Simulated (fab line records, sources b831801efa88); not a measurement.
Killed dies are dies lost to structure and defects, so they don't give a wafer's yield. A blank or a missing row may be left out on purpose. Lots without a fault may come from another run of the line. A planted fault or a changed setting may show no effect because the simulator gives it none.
Which tool did it? | flow sky130 | 13 lots, 39 wafers sampled, at 7 steps of a route of 708

WHAT THE GAUGES READ, wafer by wafer
SKY_SONOS_ONO_CD_MEAS_13: target cd 410 nm. Usual: cd_nm 410.6 nm, standard deviation 2.4.
lot  | measured     | on        | cd_nm (nm)        | flag
L409 | day 12 17:01 | cd_sem-02 | 411.4 410.3 412.2 |
L412 | day 14 11:47 | cd_sem-02 | 411.6 411.7 410.9 |
L414 | day 15 16:45 | cd_sem-02 | 411.4 409.4 407.7 |
L417 | day 16 06:10 | cd_sem-01 | 409.9 410.0 409.3 |
L421 | day 17 12:41 | cd_sem-01 | 409.6 409.6 407.2 |
L424 | day 18 05:17 | cd_sem-02 | 409.5 411.0 409.8 |
L425 | day 18 15:01 | cd_sem-02 | 411.3 412.1 412.1 |
L426 | day 18 20:10 | cd_sem-01 | 408.6 405.2 407.7 |
L427 | day 19 06:18 | cd_sem-01 | 410.0 408.6 410.1 |
L428 | day 19 09:26 | cd_sem-02 | 412.1 413.0 412.4 |
L429 | day 19 15:19 | cd_sem-01 | 412.6 410.1 414.9 |
L430 | day 20 11:14 | cd_sem-01 | 410.0 413.6 411.6 |
L431 | day 20 16:10 | cd_sem-01 | 412.7 411.1 410.9 |

SKY_RES_PROTECT_TW_MEAS_08. Usual: POLY_GATE_TW 4060, standard deviation 25.
lot  | measured     | on            | POLY_GATE_TW   | flag
L409 | day 15 06:27 | film_metro-01 | 4043 4063 4068 |
L412 | day 17 00:55 | film_metro-01 | 4111 4091 4113 |
L414 | day 18 11:14 | film_metro-04 | 4066 4073 4046 |
L417 | day 19 03:53 | film_metro-01 | 4033 4070 4073 |
L421 | day 20 09:59 | film_metro-03 | 4021 4065 4026 |
L424 | day 21 01:14 | film_metro-03 | 4005 4034 4027 |
L425 | day 21 09:34 | film_metro-04 | 4091 4086 4068 |
L426 | day 21 15:32 | film_metro-01 | 4078 4061 4051 |
L427 | day 22 01:44 | film_metro-04 | 4048 4066 4063 |
L428 | day 22 03:38 | film_metro-03 | 4052 4057 4063 |
L429 | day 22 10:53 | film_metro-04 | 4069 4078 4087 |
L430 | day 23 06:19 | film_metro-03 | 4034 4031 4016 |
L431 | day 23 09:56 | film_metro-04 | 4061 4092 4079 |

SKY_POLY_GATE_CD_MEAS_13: target cd 150 nm. Usual: cd_nm 149.3 nm, standard deviation 1.5.
lot  | measured     | on        | cd_nm (nm)        | flag
L409 | day 16 15:34 | cd_sem-02 | 151.1 150.7 151.2 |
L412 | day 18 07:23 | cd_sem-02 | 148.0 148.1 148.4 |
L414 | day 19 20:09 | cd_sem-01 | 148.7 148.5 149.2 |
L417 | day 20 13:48 | cd_sem-01 | 149.8 151.0 149.5 |
L421 | day 21 17:56 | cd_sem-02 | 148.2 148.0 149.3 |
L424 | day 22 09:38 | cd_sem-01 | 149.4 150.1 149.7 |
L425 | day 22 17:08 | cd_sem-02 | 152.1 151.6 151.1 |
L426 | day 22 23:26 | cd_sem-01 | 150.9 149.6 150.5 |
L427 | day 23 09:06 | cd_sem-02 | 150.2 151.0 150.1 |
L428 | day 23 11:26 | cd_sem-02 | 146.1 147.2 146.9 |
L429 | day 23 17:50 | cd_sem-01 | 150.4 148.6 149.1 |
L430 | day 24 14:41 | cd_sem-02 | 147.7 148.1 149.5 |
L431 | day 24 17:14 | cd_sem-02 | 149.5 150.6 149.9 |

SKY_LDD_N_OVL_MEAS_07. Usual: LDD_N_OVL 0.2 nm, standard deviation 2.
lot  | measured     | on         | LDD_N_OVL (nm) | flag
L409 | day 17 23:35 | overlay-01 | 1.0 0.4 1.7    |
L412 | day 19 15:37 | overlay-02 | -1.0 -1.4 -0.6 |
L414 | day 21 05:38 | overlay-01 | -0.9 -1.3 -1.2 |
L417 | day 21 22:20 | overlay-02 | - - -          | OFF
L421 | day 23 02:17 | overlay-01 | -1.9 -1.7 -2.1 |
L424 | day 23 16:49 | overlay-01 | -2.2 -2.5 -2.1 |
L425 | day 24 00:17 | overlay-02 | 3.6 4.7 3.1    |
L426 | day 24 06:59 | overlay-01 | -0.5 -2.4 -0.9 |
L427 | day 24 16:59 | overlay-02 | -0.3 0.2 -0.6  |
L428 | day 24 19:25 | overlay-02 | 3.6 3.9 3.6    |
L429 | day 25 01:44 | overlay-01 | 0.0 0.8 0.4    |
L430 | day 25 21:56 | overlay-01 | 0.4 -0.4 0.0   |
L431 | day 26 00:14 | overlay-01 | -3.4 -4.4 -3.6 |

SKY_LDD_N_TW_MEAS_17. Usual: LDD_N_TW 2599, standard deviation 19.
lot  | measured     | on            | LDD_N_TW       | flag
L409 | day 18 00:56 | film_metro-01 | 2634 2620 2623 |
L412 | day 19 16:58 | film_metro-01 | 2596 2624 2623 |
L414 | day 21 06:58 | film_metro-01 | 2605 2610 2581 |
L417 | day 21 23:40 | film_metro-04 | 30 30 30       | OFF
L421 | day 23 03:37 | film_metro-01 | 2609 2593 2614 |
L424 | day 23 18:10 | film_metro-01 | 2617 2611 2608 |
L425 | day 24 01:37 | film_metro-04 | 2622 2613 2602 |
L426 | day 24 08:19 | film_metro-01 | 2612 2616 2594 |
L427 | day 24 18:19 | film_metro-02 | 2581 2580 2603 |
L428 | day 24 20:46 | film_metro-01 | 2601 2610 2605 |
L429 | day 25 03:04 | film_metro-02 | 2570 2587 2576 |
L430 | day 25 23:17 | film_metro-02 | 2575 2577 2581 |
L431 | day 26 01:34 | film_metro-04 | 2608 2591 2608 |

SKY_LDD_P_TW_MEAS_11. Usual: LDD_P_TW 637, standard deviation 4.
lot  | measured     | on            | LDD_P_TW       | flag
L409 | day 19 07:49 | film_metro-03 | 636 637 636    |
L412 | day 21 00:11 | film_metro-01 | 639 638 639    |
L414 | day 22 13:57 | film_metro-03 | 638 639 638    |
L417 | day 23 05:39 | film_metro-02 | 2593 2598 2611 | OFF
L421 | day 24 09:14 | film_metro-01 | 640 642 640    |
L424 | day 25 00:14 | film_metro-02 | 634 632 630    |
L425 | day 25 07:29 | film_metro-03 | 633 637 634    |
L426 | day 25 14:53 | film_metro-03 | 635 633 637    |
L427 | day 25 23:56 | film_metro-02 | 631 636 630    |
L428 | day 26 01:38 | film_metro-03 | 635 638 634    |
L429 | day 26 08:08 | film_metro-02 | 631 629 631    |
L430 | day 27 04:10 | film_metro-01 | 642 645 642    |
L431 | day 27 06:35 | film_metro-01 | 644 643 642    |

WHICH TOOL RAN EACH LOT (tool, then ch and the chambers of the sampled wafers, then the start)
lot  | SKY_LDD_N_EXPOSE_04
L409 | iline_stepper-02 ch 0, day 17 08:40
L412 | iline_stepper-01 ch 0, day 19 00:19
L414 | iline_stepper-02 ch 0, day 20 14:45
L417 | iline_stepper-01 ch 0, day 21 07:16
L421 | iline_stepper-01 ch 0, day 22 11:39
L424 | iline_stepper-01 ch 0, day 23 02:14
L425 | iline_stepper-02 ch 0, day 23 10:02
L426 | iline_stepper-01 ch 0, day 23 16:20
L427 | iline_stepper-01 ch 0, day 24 01:44
L428 | iline_stepper-02 ch 0, day 24 04:29
L429 | iline_stepper-02 ch 0, day 24 10:53
L430 | iline_stepper-01 ch 0, day 25 07:46
L431 | iline_stepper-01 ch 0, day 25 10:11
- SKY_LDD_N_EXPOSE_04: exposes mask NTM, target cd 840 nm.

WHAT THE TOOLS THEMSELVES READ (means of the sampled wafers that have a number; where no wafer has one, the mark that the record gives instead)
The record holds no such reading with a usual standard deviation.

THE ANSWER, worked out from the rows above alone
Rule: a lot is off if the mean of its wafers that have a number lies more than 3 standard deviations from the usual mean. A lot without any number at a reading at which 4 lots or more have one is off too. The other lots that the step has rows for count as sound. The gauges are gone through in route order, then the tools' own readings, and for those a lot's mean is taken as printed above. The first step at which some lot is off is used, and at that step the reading that is off furthest; a lot without a number counts as furthest.
Off: L417, at SKY_LDD_N_OVL_MEAS_07 (LDD_N_OVL). Without a number there: L417.
A tool fits if, at a process step before that reading, it ran every lot that is off, and no sound lot after the first of them. The gauges at SKY_LDD_N_OVL_MEAS_07 aren't tried: what is off there is off at SKY_LDD_N_TW_MEAS_17 too, on other tools, and a gauge's error can't cause that. None of those tried fits.

WHAT THE SIMULATOR HAD PUT IN
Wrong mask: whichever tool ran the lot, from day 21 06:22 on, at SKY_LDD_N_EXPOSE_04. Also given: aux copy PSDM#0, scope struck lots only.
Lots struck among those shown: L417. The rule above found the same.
